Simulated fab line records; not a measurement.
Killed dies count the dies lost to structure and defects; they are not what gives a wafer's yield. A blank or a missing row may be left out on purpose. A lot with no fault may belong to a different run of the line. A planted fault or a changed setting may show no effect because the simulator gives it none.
2 desks looking at one fault / flow sky130 / every desk sees just its own numbers, and what lay behind them comes last

== METROLOGY DESK ==
Lot by lot, what the gauges showed, no matter which tool ran the lot: averages of those sampled wafers that carry a number. Any lot whose mean is over 4 standard deviations away from the usual mean is out of limits and marked OUT; that distance is given in the brackets.
Columns: A = SONOS_TUNNEL_OVL at SKY_SONOS_TUNNEL_OVL_MEAS_08, usual 0.4 nm; B = SONOS_ONO_OXIDATION_THK at SKY_SONOS_ONO_THK_MEAS_01, usual 2.62 nm
lot=L796; first seen here=day 11 16:53; A=0.3; B=2.63
lot=L798; first seen here=day 12 10:26; A=0.9; B=2.60
lot=L799; first seen here=day 12 10:32; A=1.1; B=2.65
lot=L800; first seen here=day 13 06:38; A=-0.2; B=3.70 (+16) OUT
lot=L801; first seen here=day 13 11:20; A=1.1; B=3.60 (+15) OUT
lot=L802; first seen here=day 13 22:02; A=-1.4; B=2.69
lot=L809; first seen here=day 16 03:38; A=-0.1; B=2.62
lot=L810; first seen here=day 16 14:17; A=0.4; B=2.64
lot=L811; first seen here=day 16 20:35; A=0.9; B=2.62
lot=L812; first seen here=day 17 05:56; A=2.4; B=2.58
lot=L813; first seen here=day 17 11:09; A=-0.8; B=2.53
lot=L814; first seen here=day 17 12:44; A=1.7; B=2.66
lot=L816; first seen here=day 18 07:53; A=-0.3; B=2.60
lot=L817; first seen here=day 18 13:40; A=-1.4; B=2.57
This desk's result: L800, L801 out of limits, first on L800 (SONOS_ONO_OXIDATION_THK at SKY_SONOS_ONO_THK_MEAS_01), day 13 09:06. In limits: L796, L798, L799, L802, L809, L810, L811, L812, L813, L814, L816, L817.

== THE TOOL OWNER'S DESK: furnace-02 ==
The tool's own readings at SKY_SONOS_ONO_OXIDATION_00 (stabilise 600 s, purge 300 s, target thk 2.6 nm): means of the sampled wafers that have a number, for each lot that ran on this tool. Any lot whose mean is over 4 standard deviations away from the usual mean is out of limits and marked OUT; that distance is given in the brackets. Readings shown: 7 out of 8 (the first out of limits, and those lying furthest out on some lot).
Columns: A = spike_tc_bottom_C at SKY_SONOS_ONO_OXIDATION_00, usual 819.1 C; B = spike_tc_centre_C at SKY_SONOS_ONO_OXIDATION_00, usual 800.2 C; C = spike_tc_lower_C at SKY_SONOS_ONO_OXIDATION_00, usual 801.1 C; D = spike_tc_top_C at SKY_SONOS_ONO_OXIDATION_00, usual 814 C; E = spike_tc_upper_C at SKY_SONOS_ONO_OXIDATION_00, usual 799.4 C; F = tube_center_temp_C at SKY_SONOS_ONO_OXIDATION_00, usual 800.01 C; G = tube_center_temp_C_max at SKY_SONOS_ONO_OXIDATION_00, usual 802.1
lot=L796; first seen here=day 11 17:56; A=818.3; B=799.7; C=800.6; D=815; E=798.5; F=799.94; G=802.1
lot=L798; first seen here=day 12 11:53; A=819.8; B=800.3; C=800.2; D=816; E=800.0; F=800.02; G=802.4
lot=L799; first seen here=day 12 11:53; A=819.2; B=799.7; C=801.2; D=817; E=800.0; F=800.02; G=802.1
lot=L800; first seen here=day 13 07:46; A=842.0 (+15) OUT; B=823.2 (+16) OUT; C=824.8 (+24) OUT; D=840 (+8.4) OUT; E=823.0 (+27) OUT; F=823.75 (+99 or more) OUT; G=825.8 (+68) OUT
lot=L801; first seen here=day 13 11:53; A=841.3 (+15) OUT; B=823.0 (+16) OUT; C=824.1 (+23) OUT; D=841 (+8.6) OUT; E=822.8 (+26) OUT; F=823.78 (+99 or more) OUT; G=825.8 (+68) OUT
lot=L811; first seen here=day 16 22:55; A=817.4; B=799.5; C=800.3; D=817; E=799.5; F=799.96; G=802.0
lot=L812; first seen here=day 17 08:44; A=818.5; B=798.6; C=801.0; D=815; E=800.2; F=799.96; G=802.1
lot=L813; first seen here=day 17 13:08; A=819.4; B=798.8; C=801.0; D=816; E=799.2; F=800.01; G=802.4
lot=L816; first seen here=day 18 10:08; A=818.7; B=800.0; C=800.9; D=816; E=798.9; F=799.95; G=802.1
lot=L817; first seen here=day 18 14:13; A=819.5; B=798.8; C=802.0; D=816; E=799.7; F=799.99; G=801.9
This desk's verdict: out of limits on L800, L801, starting with L800 at day 13 07:46 (spike_tc_bottom_C at SKY_SONOS_ONO_OXIDATION_00). In limits: L796, L798, L799, L811, L812, L813, L816, L817.

== TAKEN TOGETHER ==
The tool owner's desk could have raised an alarm at day 13 07:46, on L800, L801.
An alarm was possible from the metrology desk at day 13 09:06, on L800, L801.
On furnace-02, each named lot ran SKY_SONOS_ONO_OXIDATION_00.

== WHAT THE SIMULATOR PUT IN ==
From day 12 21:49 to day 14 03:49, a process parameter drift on furnace-02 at SKY_SONOS_ONO_OXIDATION_00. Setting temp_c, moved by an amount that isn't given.
Lots struck among those shown: L800, L801.
Fault start to first reading out of limits, in hours, per desk: tool owner, 10; metrology, 11.
